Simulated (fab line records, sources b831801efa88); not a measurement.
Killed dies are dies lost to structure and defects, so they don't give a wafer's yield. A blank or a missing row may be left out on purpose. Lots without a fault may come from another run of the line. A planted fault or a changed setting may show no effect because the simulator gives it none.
fab line records | flow sky130
record lots=11 wafers=33 last_day=50
route steps=708 shown VIA2@527 CAPM@539 PAD_OPEN@708
lots that met no fault: from a run of the same line without faults
start_h: hours from the record's first day to the start of the lot's first wafer shown | wait_h: hours since the lot's step before | " the same as in the row above | L1.1+2: a row that stands for several wafers | - no value, or no start given | * or withheld: withheld | < > ~ a bound
route shown NAME@n: a module of which the file shows steps, and the number in the route of the first | usual: mean/standard deviation of fault-free wafers | same: alike in all rows | chamber/n: place in a boat | sites: the reading at each site | _std_site: their standard deviation | _edge_site: outer sites' mean less inner sites' | radius_mm: how far each site lies from the wafer's centre | mask NAME#n: copy n | behind: the tool/chamber that last shaped the wafer | hold: why the lot was held/for how many hours/how that ended | device: the transistor (n, p or np) that didn't switch | end of line: the same wafers' tests at the end of the route | a step without rows: its recipe alone | killed: dies lost to structure and defects at the first sort, not the wafer's yield | map: a wafer's dies, x killed, . not, _ none there
set.NAME: the setting as run; set.NAME@STEP: as run at that earlier step | model.NAME: the simulator's own value behind a step, which no gauge read
steps of the route over a sample of lots; a table a step, a row a wafer
services: from which hour (start_h, from the record's first day; less than 0 if before it) a tool's chamber was out of use, for how many hours, and why
## steps
# step SKY_VIA2_SPUTTER_20
# recipe material=TiN target_thk_nm=20 chamber_pressure_pa=5 power_w=4000 time_s=80
# usual throttle_valve_pct=29.9/0.88
# columns lot.wafer tool chamber start_h wait_h throttle_valve_pct
L806.2 pvd_sputter-03 - 879.41 0.0 30.8
L806.3 " - " " 29.3
L806.6 " - " " 29.2
L808.1 pvd_sputter-04 - 888.66 0.0 28.7
L808.2 " - " " 30.4
L808.3 " - " " 30.0
L809.3 pvd_sputter-02 - 902.56 0.0 28.3
L809.4 " - " " 28.8
L809.5 " - " " 28.7
L810.3 pvd_sputter-02 - 906.96 0.0 30.2
L810.5 " - " " 30.4
L810.6 " - " " 28.8
L813.1 pvd_sputter-03 - 949.31 0.0 30.4
L813.2 " - " " 30.2
L813.5 " - " " 30.1
L812.1 pvd_sputter-03 - 950.19 0.0 31.3
L812.4 " - " " 30.0
L812.5 " - " " 29.1
L817.3 pvd_sputter-03 - 956.86 0.0 30.4
L817.4 " - " " 29.3
L817.5 " - " " 30.0
L819.1 pvd_sputter-03 - 969.66 0.0 31.6
L819.3 " - " " 30.0
L819.4 " - " " 29.3
L822.1 pvd_sputter-02 - 986.82 0.0 28.7
L822.2 " - " " 30.5
L822.4 " - " " 28.6
L823.2 pvd_sputter-03 - 990.84 0.0 30.5
L823.4 " - " " 30.1
L823.6 " - " " 31.6
L824.3 pvd_sputter-02 - 1000.66 0.0 30.2
L824.4 " - " " 28.6
L824.5 " - " " 30.4
# step SKY_CAPM_SPUTTER_02
# recipe material=TiN target_thk_nm=200 temp_c=300 power_w=6500 time_s=166.7 chamber_pressure_pa=0.4
# usual substrate_temp_c=299.99/0.2 throttle_valve_pct=29.7/0.78
# columns lot.wafer tool chamber start_h wait_h substrate_temp_c throttle_valve_pct
L806.2 pvd_sputter-04 - 880.32 0.0 299.91 30.0
L806.3 " - " " 300.06 28.9
L806.6 " - " " 300.13 30.3
L808.1 pvd_sputter-04 - 889.57 0.1 299.68 30.2
L808.2 " - " " 299.81 30.2
L808.3 " - " " 299.99 28.6
L809.3 pvd_sputter-04 - 903.49 0.0 300.00 30.1
L809.4 " - " " 299.93 28.8
L809.5 " - " " 299.90 30.1
L810.3 pvd_sputter-02 - 907.87 0.0 300.00 28.6
L810.5 " - " " 299.87 30.3
L810.6 " - " " 299.78 30.3
L813.1 pvd_sputter-04 - 950.34 0.2 300.11 30.2
L813.2 " - " " 299.93 30.5
L813.5 " - " " 299.79 30.1
L812.1 pvd_sputter-04 - 951.16 0.1 300.08 30.4
L812.4 " - " " 299.80 30.3
L812.5 " - " " 300.12 30.0
L817.3 pvd_sputter-04 - 957.80 0.0 299.97 30.4
L817.4 " - " " 300.07 30.4
L817.5 " - " " 300.18 30.2
L819.1 pvd_sputter-04 - 970.58 0.1 299.93 30.0
L819.3 " - " " 300.33 30.5
L819.4 " - " " 300.09 28.7
L822.1 pvd_sputter-02 - 987.73 0.1 300.40 30.3
L822.2 " - " " 299.99 30.5
L822.4 " - " " 300.08 28.6
L823.2 pvd_sputter-04 - 991.75 0.0 300.09 30.2
L823.4 " - " " 300.34 29.0
L823.6 " - " " 300.04 28.9
L824.3 pvd_sputter-04 - 1001.57 0.0 299.54 28.6
L824.4 " - " " 299.90 30.2
L824.5 " - " " 300.01 28.6
# step SKY_CAPM_RS_MEAS_03
# recipe thk_meas_gauge=four-point-probe reads=TiN_of_CAPM_SPUTTER_02
# usual CAPM_TIN_RS=6.93/0.068
# columns lot.wafer tool chamber start_h wait_h CAPM_TIN_RS[ohm/sq]
L806.2 film_metro-03 - 880.45 0.1 7.04
L806.3 " - " " 7.03
L806.6 " - " " 7.07
L808.1 film_metro-03 - 889.68 0.1 6.93
L808.2 " - " " 6.99
L808.3 " - " " 6.88
L809.3 film_metro-03 - 903.64 0.1 6.97
L809.4 " - " " 6.90
L809.5 " - " " 7.01
L810.3 film_metro-02 - 908.02 0.1 6.91
L810.5 " - " " 7.02
L810.6 " - " " 6.83
L813.1 film_metro-01 - 950.45 0.1 6.97
L813.2 " - " " 6.99
L813.5 " - " " 6.88
L812.1 film_metro-03 - 951.27 0.1 6.87
L812.4 " - " " 6.90
L812.5 " - " " 6.90
L817.3 film_metro-02 - 957.95 0.1 6.97
L817.4 " - " " 6.92
L817.5 " - " " 6.97
L819.1 film_metro-01 - 970.69 0.1 6.90
L819.3 " - " " 6.95
L819.4 " - " " 6.97
L822.1 film_metro-02 - 987.84 0.1 6.78
L822.2 " - " " 6.90
L822.4 " - " " 6.83
L823.2 film_metro-03 - 991.88 0.1 6.82
L823.4 " - " " 6.80
L823.6 " - " " 6.83
L824.3 film_metro-03 - 1001.72 0.1 6.96
L824.4 " - " " 6.97
L824.5 " - " " 6.94
# step SKY_CAPM_METAL_ETCH_13
# recipe target_depth_nm=220 stop_on=SiO2 chemistry=Cl2/BCl3 target=TiN pressure_mtorr=10 icp_w=900 bias_w=48.5 Cl2_flow_sccm=60 bcl3_flow_sccm=30 time_s=62.9
# usual bcl3_flow_sccm=29.99/0.085 drypump_motor_current_A=6.1/0.39 oes_product_au=0.939/0.0067 rf_fwd_power_W=893/3.4 run_length_s=91.2/0.83 throttle_valve_pct=21.903/0.0083
# columns lot.wafer tool chamber start_h wait_h bcl3_flow_sccm drypump_motor_current_A oes_product_au rf_fwd_power_W rf_hours_counter_h run_length_s throttle_valve_pct
L806.2 rie_metal-02 0 905.14 0.0 30.02 6.0 0.921 894 12 90.9 21.905
L806.3 " 0 " " 30.04 6.1 0.930 897 - 91.2 21.918
L806.6 " 0 " " 30.06 6.0 0.930 893 - 90.8 21.887
L808.1 rie_metal-02 0 914.42 0.0 29.98 6.1 0.945 895 12 90.8 21.893
L808.2 " 1 " " 29.87 5.7 0.931 894 2 91.5 21.896
L808.3 " 1 " " 29.98 5.7 0.947 891 - 91.6 21.906
L809.3 rie_metal-03 1 928.85 0.1 29.85 5.4 0.939 895 - 91.5 21.903
L809.4 " 1 " " 29.98 5.3 0.945 891 - 91.1 21.914
L809.5 " 1 " " 29.98 5.3 0.932 896 - 91.1 21.903
L810.3 rie_metal-02 0 933.67 0.0 29.93 6.0 0.948 889 - 90.8 21.898
L810.5 " 1 " " 29.95 5.7 0.926 895 - 91.2 21.917
L810.6 " 0 " " 29.93 6.1 0.941 892 - 91.0 21.904
L813.1 rie_metal-01 1 973.77 0.0 30.03 6.4 0.935 892 15 91.1 21.898
L813.2 " 0 " " 30.19 6.2 0.934 893 18 90.8 21.909
L813.5 " 1 " " 29.96 6.4 0.946 892 - 90.9 21.888
L812.1 rie_metal-02 1 974.87 0.0 29.93 5.7 1.007 - 5 82.3 21.838
L812.4 " 0 " " 29.90 6.0 0.942 892 - 91.3 21.915
L812.5 " 0 " " 30.06 6.0 0.942 894 - 91.0 21.902
L817.3 rie_metal-02 1 981.25 0.0 29.97 5.7 1.010 - - 82.3 21.852
L817.4 " 0 " " 29.98 6.1 0.936 898 - 91.1 21.916
L817.5 " 0 " " 30.03 6.1 0.936 900 - 91.1 21.917
L819.1 rie_metal-01 0 994.09 0.0 29.90 6.3 0.944 890 19 90.5 21.910
L819.3 " 1 " " 30.04 6.4 0.935 896 - 90.9 21.908
L819.4 " 0 " " 29.84 6.2 0.942 891 - 90.7 21.906
L822.1 rie_metal-01 1 1011.49 0.0 29.99 6.4 0.950 888 17 91.0 21.900
L822.2 " 0 " " 30.03 6.2 0.939 889 20 90.7 21.911
L822.4 " 1 " " 29.95 6.4 0.943 893 - 90.8 21.893
L823.2 rie_metal-03 0 1014.67 0.0 30.09 6.5 0.950 897 16 91.6 21.896
L823.4 " 1 " " 30.06 5.3 0.945 891 - 91.2 21.899
L823.6 " 0 " " 29.95 6.5 0.950 897 - 91.7 21.895
L824.3 rie_metal-03 1 1024.93 0.1 30.01 5.3 0.936 889 - 93.9 21.896
L824.4 " 0 " " 30.07 6.5 0.940 893 - 95.1 21.915
L824.5 " 0 " " 29.97 6.5 0.940 891 - 95.5 21.907
# step SKY_CAPM_STRIP_14
# recipe chemistry=O2/N2 power_w=1400 pressure_mtorr=1500 platen_temp_c=withheld o2_flow_sccm=3000 n2_flow_sccm=300 overash_fraction=0.5
# usual drypump_motor_current_A=5.8/0.44 oes_product_au=0.711/0.0045 strip_time_to_endpoint_s=12.66/0.048
# same overash_fraction=0.5
# columns lot.wafer tool chamber start_h wait_h drypump_motor_current_A oes_product_au rf_hours_counter_h strip_time_to_endpoint_s
L806.2 plasma_asher-02 1 905.22 0.1 6.3 0.709 105 12.71
L806.3 " 0 " " 5.6 0.710 - 12.66
L806.6 " 0 " " 5.5 0.716 - 12.67
L808.1 plasma_asher-01 0 914.50 0.1 6.2 0.711 83 12.67
L808.2 " 1 " " 5.1 0.711 83 12.55
L808.3 " 1 " " 5.1 0.708 - 12.59
L809.3 plasma_asher-03 0 928.98 0.1 5.4 0.712 - 12.64
L809.4 " 1 " " 6.1 0.703 - 12.66
L809.5 " 0 " " 5.4 0.705 - 12.67
L810.3 plasma_asher-01 1 933.76 0.1 5.1 0.710 - 12.65
L810.5 " 0 " " 6.1 0.701 - 12.64
L810.6 " 1 " " 5.1 0.716 - 12.66
L813.1 plasma_asher-03 0 973.85 0.1 5.4 0.709 21 12.61
L813.2 " 1 " " 6.2 0.717 21 12.67
L813.5 " 1 " " 6.2 0.713 - 12.66
L812.1 plasma_asher-01 1 974.95 0.1 5.1 0.714 89 12.82
L812.4 " 1 " " 5.1 0.707 - 12.73
L812.5 " 1 " " 5.1 0.713 - 12.71
L817.3 plasma_asher-02 0 981.33 0.1 5.5 0.707 - 12.81
L817.4 " 1 " " 6.2 0.709 - 12.71
L817.5 " 1 " " 6.2 0.706 - 12.67
L819.1 plasma_asher-03 1 994.17 0.1 6.2 0.712 23 12.67
L819.3 " 1 " " 6.1 0.711 - 12.63
L819.4 " 0 " " 5.4 0.714 - 12.65
L822.1 plasma_asher-02 0 1011.57 0.1 5.5 0.710 117 12.72
L822.2 " 1 " " 6.2 0.716 117 12.80
L822.4 " 0 " " 5.5 0.720 - 12.75
L823.2 plasma_asher-01 0 1014.75 0.1 6.1 0.717 94 12.56
L823.4 " 1 " " 5.1 0.708 - 12.61
L823.6 " 0 " " 6.1 0.708 - 12.56
L824.3 plasma_asher-02 1 1025.03 0.1 6.2 0.715 - 12.62
L824.4 " 0 " " 5.5 0.720 - 12.60
L824.5 " 1 " " 6.2 0.714 - 12.61
# step SKY_PAD_OPEN_PROBE_99
# usual defect_limited_yield=82.5/1.8 killed_at_M0_to_M3=43/6.5 killed_at_M4_up=3/1.7 killed_at_contacts=25/5.1 killed_at_front_end=15/3.8 killed_at_other=0.2/0.45 killed_dies=86/8.8 killed_open=47/6.7 killed_short=39/6
# same gross_dies=492 killed_at_back_side=0
# columns lot.wafer tool chamber start_h wait_h defect_limited_yield[%] killed_at_M0_to_M3 killed_at_M4_up killed_at_contacts killed_at_front_end killed_at_other killed_dies killed_open killed_short
L806.2 prober-01 - 1101.58 0.1 82.9 48 1 18 17 0 84 43 41
L806.3 prober-01 - 1101.63 0.2 82.3 51 4 19 13 0 87 45 42
L806.6 prober-01 - 1101.78 0.2 80.3 40 3 32 22 0 97 56 41
L808.1 prober-01 - 1108.72 0.1 82.5 43 0 22 21 0 86 51 35
L808.2 prober-01 - 1108.77 0.1 80.5 57 3 21 14 1 96 51 45
L808.3 prober-01 - 1108.82 0.2 81.3 34 3 32 23 0 92 47 45
L809.3 prober-02 - 1118.47 0.2 79.5 49 2 36 14 0 101 55 46
L809.4 prober-02 - 1118.52 0.2 80.9 46 6 27 14 1 94 52 42
L809.5 prober-02 - 1118.57 0.2 82.9 42 0 30 12 0 84 46 38
L810.3 prober-01 - 1124.35 0.2 81.9 50 1 28 10 0 89 47 42
L810.5 prober-01 - 1124.45 0.2 82.7 44 0 25 16 0 85 42 43
L810.6 prober-01 - 1124.50 0.2 83.5 48 1 22 10 0 81 49 32
L813.1 prober-01 - 1154.99 0.1 80.3 48 3 29 17 0 97 62 35
L813.2 prober-01 - 1155.04 0.1 81.3 34 6 33 18 1 92 52 40
L813.5 prober-01 - 1155.19 0.2 82.5 46 3 22 15 0 86 41 45
L812.1 prober-02 - 1155.16 0.1 81.1 40 3 37 13 0 93 53 40
L812.4 prober-02 - 1155.31 0.2 83.1 42 1 24 16 0 83 54 29
L812.5 prober-02 - 1155.36 0.2 81.3 45 5 23 18 1 92 48 44
L817.3 prober-02 - 1161.27 0.2 80.5 46 2 24 24 0 96 50 46
L817.4 prober-02 - 1161.32 0.2 80.3 50 4 23 20 0 97 53 44
L817.5 prober-02 - 1161.37 0.2 83.7 37 4 21 17 1 80 39 41
L819.1 prober-02 - 1169.69 0.1 83.5 36 1 30 14 0 81 46 35
L819.3 prober-02 - 1169.79 0.2 82.7 39 2 23 21 0 85 41 44
L819.4 prober-02 - 1169.84 0.2 84.3 33 5 26 13 0 77 46 31
L822.1 prober-01 - 1184.48 0.1 82.7 32 3 32 17 1 85 55 30
L822.2 prober-01 - 1184.53 0.1 82.3 42 2 33 10 0 87 45 42
L822.4 prober-01 - 1184.63 0.2 82.3 39 3 30 15 0 87 53 34
L823.2 prober-02 - 1186.31 0.1 81.3 49 7 24 11 1 92 56 36
L823.4 prober-02 - 1186.41 0.2 81.7 49 5 21 14 1 90 56 34
L823.6 prober-02 - 1186.51 0.2 82.9 44 4 28 8 0 84 38 46
L824.3 prober-01 - 1191.17 0.2 82.5 42 6 23 15 0 86 44 42
L824.4 prober-01 - 1191.22 0.2 82.1 37 3 28 20 0 88 53 35
L824.5 prober-01 - 1191.27 0.2 85.6 36 2 28 5 0 71 41 30
# killed by level:class
L806.2 VIA1:geometric_particle:open=13 METAL2:geometric_particle:short=10 LI_CONTACT:geometric_particle:open=7 VIA1:geometric_particle:short=6 VIA2:geometric_particle:open=6 POLY_GATE:geometric_particle:open=5 VIA3:geometric_particle:open=5 LOCAL_INTERCONNECT:geometric_particle:short=4
L806.3 VIA1:geometric_particle:open=14 METAL1:geometric_particle:short=9 CONTACT:geometric_particle:open=8 FIELD_ISO:geometric_particle:short=6 VIA2:geometric_particle:open=6 METAL2:geometric_particle:short=6 VIA3:geometric_particle:open=5 LOCAL_INTERCONNECT:geometric_particle:short=4
L806.6 VIA1:geometric_particle:open=12 LI_CONTACT:geometric_particle:open=9 CONTACT:geometric_particle:open=8 FIELD_ISO:geometric_particle:open=6 POLY_GATE:geometric_particle:short=6 LOCAL_INTERCONNECT:geometric_particle:short=6 VIA1:geometric_particle:short=5 POLY_GATE:geometric_particle:open=4
L808.1 VIA1:geometric_particle:open=14 VIA3:geometric_particle:open=8 LI_CONTACT:geometric_particle:open=7 CONTACT:geometric_particle:open=7 VIA1:geometric_particle:short=6 FIELD_ISO:geometric_particle:open=5 LI_CONTACT:geometric_particle:short=4 METAL1:geometric_particle:short=4
L808.2 VIA1:geometric_particle:open=14 METAL1:geometric_particle:short=8 VIA2:geometric_particle:open=7 POLY_GATE:geometric_particle:open=5 LI_CONTACT:geometric_particle:short=5 METAL1:geometric_particle:open=5 VIA1:geometric_particle:short=5 METAL2:geometric_particle:short=5
L808.3 CONTACT:geometric_particle:open=9 VIA1:geometric_particle:open=9 LI_CONTACT:geometric_particle:open=7 CONTACT:geometric_particle:short=7 LOCAL_INTERCONNECT:geometric_particle:short=6 VIA1:geometric_particle:short=5 VIA2:geometric_particle:open=5 FIELD_ISO:geometric_particle:short=4
L809.3 VIA1:geometric_particle:open=15 CONTACT:geometric_particle:open=14 CONTACT:geometric_particle:short=8 LI_CONTACT:geometric_particle:open=7 POLY_GATE:geometric_particle:short=6 VIA2:geometric_particle:open=6 METAL2:geometric_particle:short=5 METAL1:geometric_particle:short=5
L809.4 VIA1:geometric_particle:open=14 LI_CONTACT:geometric_particle:open=11 CONTACT:geometric_particle:short=6 METAL2:geometric_particle:short=6 LOCAL_INTERCONNECT:geometric_particle:short=5 CONTACT:geometric_particle:open=5 VIA2:geometric_particle:short=5 VIA2:geometric_particle:open=5
L809.5 VIA1:geometric_particle:open=13 CONTACT:geometric_particle:open=12 METAL2:geometric_particle:short=7 VIA2:geometric_particle:short=6 CONTACT:geometric_particle:short=5 VIA3:geometric_particle:open=5 VIA3:geometric_particle:short=5 LOCAL_INTERCONNECT:geometric_particle:short=4
L810.3 CONTACT:geometric_particle:open=16 VIA1:geometric_particle:open=7 VIA1:geometric_particle:short=6 METAL2:geometric_particle:short=5 METAL1:geometric_particle:short=5 VIA2:geometric_particle:open=5 VIA3:geometric_particle:open=5 POLY_GATE:geometric_particle:short=4
L810.5 CONTACT:geometric_particle:open=12 VIA1:geometric_particle:short=7 VIA2:geometric_particle:open=6 METAL2:geometric_particle:short=6 LI_CONTACT:geometric_particle:open=5 METAL1:geometric_particle:short=5 VIA3:geometric_particle:open=5 VIA3:geometric_particle:short=5
L810.6 CONTACT:geometric_particle:open=13 VIA1:geometric_particle:open=12 VIA3:geometric_particle:open=8 VIA1:geometric_particle:short=6 METAL2:geometric_particle:short=6 FIELD_ISO:geometric_particle:open=5 VIA2:geometric_particle:open=5 METAL1:geometric_particle:short=4
L813.1 CONTACT:geometric_particle:open=11 LI_CONTACT:geometric_particle:open=8 METAL1:geometric_particle:short=8 VIA1:geometric_particle:open=8 VIA3:geometric_particle:open=8 POLY_GATE:geometric_particle:open=7 VIA1:geometric_particle:short=6 METAL2:geometric_particle:short=5
L813.2 LI_CONTACT:geometric_particle:open=12 POLY_GATE:geometric_particle:open=6 VIA1:geometric_particle:open=6 CONTACT:geometric_particle:short=6 CONTACT:geometric_particle:open=6 METAL4:geometric_particle:short=5 VIA2:geometric_particle:open=5 VIA1:geometric_particle:short=5
L812.1 LI_CONTACT:geometric_particle:open=11 CONTACT:geometric_particle:open=10 VIA1:geometric_particle:open=10 VIA3:geometric_particle:open=8 LI_CONTACT:geometric_particle:short=6 VIA2:geometric_particle:open=6 METAL1:geometric_particle:short=6 LOCAL_INTERCONNECT:geometric_particle:short=5
L813.5 VIA1:geometric_particle:open=11 VIA2:geometric_particle:short=8 FIELD_ISO:geometric_particle:short=7 CONTACT:geometric_particle:open=7 VIA1:geometric_particle:short=6 LI_CONTACT:geometric_particle:open=5 VIA2:geometric_particle:open=5 LOCAL_INTERCONNECT:geometric_particle:short=4
L812.4 VIA1:geometric_particle:open=14 VIA2:geometric_particle:open=8 CONTACT:geometric_particle:open=7 VIA3:geometric_particle:open=6 FIELD_ISO:geometric_particle:open=5 LI_CONTACT:geometric_particle:open=5 POLY_GATE:geometric_particle:short=4 LOCAL_INTERCONNECT:geometric_particle:open=4
L812.5 CONTACT:geometric_particle:open=10 METAL1:geometric_particle:short=8 METAL2:geometric_particle:short=8 VIA3:geometric_particle:open=7 LI_CONTACT:geometric_particle:open=6 VIA1:geometric_particle:open=6 VIA2:geometric_particle:open=5 SPACER:geometric_particle:short=5
L817.3 VIA3:geometric_particle:open=9 POLY_GATE:geometric_particle:open=8 VIA1:geometric_particle:open=8 CONTACT:geometric_particle:open=7 METAL2:geometric_particle:short=7 POLY_GATE:geometric_particle:short=6 LOCAL_INTERCONNECT:geometric_particle:short=5 VIA2:geometric_particle:open=5
L817.4 VIA1:geometric_particle:open=15 METAL2:geometric_particle:short=10 LI_CONTACT:geometric_particle:open=8 VIA3:geometric_particle:open=6 FIELD_ISO:geometric_particle:open=5 CONTACT:geometric_particle:short=5 POLY_GATE:geometric_particle:short=5 POLY_GATE:geometric_particle:open=5
L817.5 CONTACT:geometric_particle:open=8 VIA1:geometric_particle:open=7 LI_CONTACT:geometric_particle:open=7 METAL1:geometric_particle:short=7 METAL2:geometric_particle:short=5 POLY_GATE:geometric_particle:short=4 POLY_GATE:geometric_particle:open=4 METAL3:geometric_particle:short=4
L819.1 VIA1:geometric_particle:open=9 CONTACT:geometric_particle:open=8 VIA3:geometric_particle:open=7 LOCAL_INTERCONNECT:geometric_particle:short=7 LI_CONTACT:geometric_particle:open=6 METAL2:geometric_particle:short=6 POLY_GATE:geometric_particle:open=5 FIELD_ISO:geometric_particle:short=4
L819.3 CONTACT:geometric_particle:open=9 FIELD_ISO:geometric_particle:open=7 VIA3:geometric_particle:short=6 POLY_GATE:geometric_particle:short=5 METAL1:geometric_particle:short=5 VIA1:geometric_particle:open=5 VIA1:geometric_particle:short=5 VIA2:geometric_particle:open=5
L819.4 LI_CONTACT:geometric_particle:open=8 VIA3:geometric_particle:open=8 VIA1:geometric_particle:open=7 POLY_GATE:geometric_particle:open=5 CONTACT:geometric_particle:short=5 CONTACT:geometric_particle:open=5 METAL2:geometric_particle:short=4 LOCAL_INTERCONNECT:geometric_particle:short=4
L822.1 CONTACT:geometric_particle:open=12 LI_CONTACT:geometric_particle:open=11 FIELD_ISO:geometric_particle:open=7 VIA3:geometric_particle:open=7 LOCAL_INTERCONNECT:geometric_particle:short=6 VIA2:geometric_particle:open=5 FIELD_ISO:geometric_particle:short=4 VIA1:geometric_particle:short=4
L822.2 CONTACT:geometric_particle:open=12 VIA1:geometric_particle:open=9 LI_CONTACT:geometric_particle:open=8 METAL2:geometric_particle:short=7 VIA1:geometric_particle:short=6 CONTACT:geometric_particle:short=6 VIA3:geometric_particle:open=5 FIELD_ISO:geometric_particle:open=4
L822.4 VIA1:geometric_particle:open=14 LI_CONTACT:geometric_particle:open=10 CONTACT:geometric_particle:open=8 LI_CONTACT:geometric_particle:short=6 FIELD_ISO:geometric_particle:short=5 VIA3:geometric_particle:open=5 VIA2:geometric_particle:open=5 FIELD_ISO:geometric_particle:open=4
L823.2 VIA1:geometric_particle:open=18 CONTACT:geometric_particle:open=10 LI_CONTACT:geometric_particle:open=6 METAL4:geometric_particle:short=6 LI_CONTACT:geometric_particle:short=5 VIA2:geometric_particle:open=5 VIA2:geometric_particle:short=5 VIA3:geometric_particle:open=4
L823.4 VIA1:geometric_particle:open=16 CONTACT:geometric_particle:open=9 POLY_GATE:geometric_particle:open=7 METAL2:geometric_particle:short=6 METAL1:geometric_particle:short=6 LI_CONTACT:geometric_particle:open=6 VIA2:geometric_particle:open=6 VIA3:geometric_particle:open=6
L823.6 VIA1:geometric_particle:open=11 CONTACT:geometric_particle:open=9 VIA2:geometric_particle:open=7 CONTACT:geometric_particle:short=7 VIA1:geometric_particle:short=7 LOCAL_INTERCONNECT:geometric_particle:short=5 METAL1:geometric_particle:short=5 LI_CONTACT:geometric_particle:short=4
L824.3 VIA1:geometric_particle:open=11 LI_CONTACT:geometric_particle:open=9 CONTACT:geometric_particle:open=7 VIA1:geometric_particle:short=6 FIELD_ISO:geometric_particle:short=5 VIA2:geometric_particle:open=5 METAL2:geometric_particle:short=5 METAL4:geometric_particle:short=4
L824.4 LI_CONTACT:geometric_particle:open=11 CONTACT:geometric_particle:open=8 VIA3:geometric_particle:open=8 POLY_GATE:geometric_particle:open=7 VIA2:geometric_particle:open=6 LI_CONTACT:geometric_particle:short=5 METAL1:geometric_particle:short=5 VIA1:geometric_particle:open=5
L824.5 VIA1:geometric_particle:open=11 LI_CONTACT:geometric_particle:open=9 CONTACT:geometric_particle:open=8 METAL1:geometric_particle:short=7 CONTACT:geometric_particle:short=6 METAL3:geometric_particle:short=5 LOCAL_INTERCONNECT:geometric_particle:short=3 VIA2:geometric_particle:open=3
## services
# columns tool chamber start_h hours kind
plasma_asher-02 - 868.54 19.5 repair
pvd_sputter-02 0 880.24 - consumable_replace:kit
pvd_sputter-02 0 880.24 18.0 scheduled_down
pvd_sputter-02 0 880.24 18.0 vent_cycle
pvd_sputter-03 - 884.55 2.8 repair
rie_metal-03 0 901.08 28.6 repair
pvd_sputter-03 1 912.65 - consumable_replace:kit
pvd_sputter-03 1 912.65 18.0 scheduled_down
pvd_sputter-03 1 912.65 18.0 vent_cycle
pvd_sputter-03 - 920.64 3.4 repair
rie_metal-02 1 923.38 7.8 repair
pvd_sputter-03 - 933.30 1.5 repair
rie_metal-02 1 942.95 4.0 repair
plasma_asher-03 - 951.72 15.6 pm
plasma_asher-01 - 960.62 4.3 pm
pvd_sputter-04 - 963.24 1.5 repair
rie_metal-03 - 978.89 16.6 repair
pvd_sputter-03 0 984.19 - consumable_replace:kit
pvd_sputter-03 0 984.19 18.0 scheduled_down
pvd_sputter-04 1 1004.12 - consumable_replace:kit
pvd_sputter-04 1 1004.12 18.0 scheduled_down
pvd_sputter-04 1 1004.12 18.0 vent_cycle
pvd_sputter-02 - 1011.12 0.8 repair
plasma_asher-03 - 1018.32 4.3 pm
## key
first_sign step=SKY_CAPM_METAL_ETCH_13 reading=run_length_s direction=down sigmas=11 usual=* struck=*
effect step=SKY_CAPM_METAL_ETCH_13 reading=oes_product_au direction=up sigmas=10 usual=0.939 struck=1.009
effect step=SKY_CAPM_STRIP_14 reading=strip_time_to_endpoint_s direction=up sigmas=3.4 usual=* struck=*
met_at SKY_CAPM_METAL_ETCH_13
struck_lots L812,L817
struck_wafers L812.1,L817.3
not_acting_at SKY_VIA2_SPUTTER_20,SKY_CAPM_SPUTTER_02,SKY_CAPM_RS_MEAS_03
onset_between 933.67 974.87
fault kind=process_parameter_drift tool=rie_metal-02 chamber=1 onset_h=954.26 steps=SKY_CAPM_METAL_ETCH_13 channel=time_s offset=* shape=step end_h=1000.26 acts_in=* stated=*
